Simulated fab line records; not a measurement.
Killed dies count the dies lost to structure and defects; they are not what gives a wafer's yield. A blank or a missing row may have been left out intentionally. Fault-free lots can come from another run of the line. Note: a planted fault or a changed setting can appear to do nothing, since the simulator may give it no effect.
Which tool is to blame? -- flow gf180mcu -- route of 602 steps, sampled at 1 step: 12 lots, 36 wafers

== WHAT THE GAUGES READ, wafer by wafer ==
GF_V1_RS_MEAS_24: measures by four-point-probe.
lot,measured,on,V1_W_RS (ohm/sq)
L075,day 20 19:10,film metro-03,0.338 0.318 0.336
L077,day 21 11:57,film metro-02,0.329 0.324 0.322
L079,day 22 12:15,film metro-02,0.321 0.321 0.334
L081,day 22 19:57,film metro-01,0.322 0.322 0.323
L083,day 23 10:00,film metro-01,0.329 0.327 0.327
L085,day 23 23:23,film metro-03,0.312 0.324 0.311
L087,day 24 19:04,film metro-01,0.329 0.326 0.337
L089,day 25 05:38,film metro-03,0.327 0.332 0.321
L091,day 26 02:13,film metro-03,0.327 0.324 0.330
L093,day 26 11:19,film metro-03,0.317 0.326 0.331
L095,day 27 00:34,film metro-03,0.327 0.330 0.319
L097,day 27 09:22,film metro-03,0.331 0.334 0.332

== EACH LOT AND THE TOOL THAT RAN IT (in order: tool; ch and the chambers of the sampled wafers; start) ==
Record: no process step prior to these readings.

== THE ANSWER, worked out from the rows above alone ==
Rule: what is usual is taken from the lots themselves. Put in order of their means at a reading, lots are off if they are a third of the lots or fewer, leave a main group of 4 or more, and stand apart from it by a gap of 3 or more times the standard deviation of the main group's means; of several such gaps the widest counts. The tables above print the reading to a certain number of digits; a main group whose means all agree to those digits is not used. Also off: a lot with no number at a reading for which 4 or more lots have one. Where the step has rows for the other lots, those lots are counted as sound.
Nothing can be told from this: no lot is off at any reading shown.

== WHAT HAD BEEN PUT IN BY THE SIMULATOR ==
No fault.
